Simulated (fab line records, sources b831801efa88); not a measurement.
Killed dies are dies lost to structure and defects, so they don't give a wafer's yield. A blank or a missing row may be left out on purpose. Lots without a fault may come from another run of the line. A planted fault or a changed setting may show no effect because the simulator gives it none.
Which tool did it? | flow gf180mcu | 12 lots, 36 wafers sampled, at 3 steps of a route of 602

WHAT THE GAUGES READ, wafer by wafer
GF_V3_CD_MEAS_14: target cd 260 nm.
lot  | measured     | on        | cd_nm (nm)
L075 | day 22 10:50 | cd_sem-01 | 258.5 259.0 258.2
L077 | day 23 03:19 | cd_sem-01 | 259.7 260.2 260.9
L079 | day 23 23:17 | cd_sem-01 | 260.6 261.8 260.2
L081 | day 25 01:07 | cd_sem-01 | 262.1 259.8 260.5
L083 | day 25 17:00 | cd_sem-01 | 260.7 260.7 260.8
L085 | day 26 06:56 | cd_sem-02 | 263.4 262.1 262.9
L087 | day 26 16:15 | cd_sem-01 | 261.0 261.4 261.1
L089 | day 27 08:48 | cd_sem-02 | 260.4 260.6 260.7
L091 | day 27 22:32 | cd_sem-01 | 262.0 260.4 262.1
L093 | day 28 16:04 | cd_sem-01 | 260.2 261.3 260.7
L095 | day 29 08:02 | cd_sem-02 | 261.0 260.5 259.6
L097 | day 29 19:04 | cd_sem-02 | 259.8 259.6 259.6

WHICH TOOL RAN EACH LOT (tool, then ch and the chambers of the sampled wafers, then the start)
lot  | GF_M3_SPUTTER_01             | GF_M3_STRIP_17
L075 | pvd_sputter-03, day 20 10:00 | plasma_asher-04 ch 0,1, day 21 10:12
L077 | pvd_sputter-03, day 21 02:29 | plasma_asher-01 ch 0,1, day 22 03:00
L079 | pvd_sputter-03, day 21 23:47 | plasma_asher-01 ch 0,1, day 22 23:42
L081 | pvd_sputter-04, day 23 03:20 | plasma_asher-01 ch 0,1, day 24 02:29
L083 | pvd_sputter-02, day 23 19:01 | plasma_asher-03 ch 1, day 24 17:51
L085 | pvd_sputter-04, day 24 10:17 | plasma_asher-01 ch 0,1, day 25 08:20
L087 | pvd_sputter-02, day 24 21:06 | plasma_asher-04 ch 0,1, day 25 18:26
L089 | pvd_sputter-02, day 25 13:57 | plasma_asher-04 ch 0,1, day 26 11:08
L091 | pvd_sputter-03, day 26 05:03 | plasma_asher-03 ch 0,1, day 27 01:44
L093 | pvd_sputter-04, day 26 23:08 | plasma_asher-01 ch 0,1, day 27 18:55
L095 | pvd_sputter-04, day 27 16:50 | plasma_asher-03 ch 0,1, day 28 12:37
L097 | pvd_sputter-03, day 28 03:39 | plasma_asher-01 ch 1, day 28 22:46
- GF_M3_SPUTTER_01: material TiN, target thk 30 nm, time 25 s.
- GF_M3_STRIP_17: strips in O2/N2.

THE ANSWER, worked out from the rows above alone
Rule: what is usual is taken from the lots themselves. Put in order of their means at a reading, lots are off if they are a third of the lots or fewer, leave a main group of 4 or more, and stand apart from it by a gap of 3 or more times the standard deviation of the main group's means; of several such gaps the widest counts. A main group whose means are all the same, to the digits that the tables above print for the reading, isn't used. A lot without any number at a reading at which 4 lots or more have one is off too. The other lots that the step has rows for count as sound.
No lot is off at any reading shown: from this, nothing can be told.

WHAT THE SIMULATOR HAD PUT IN
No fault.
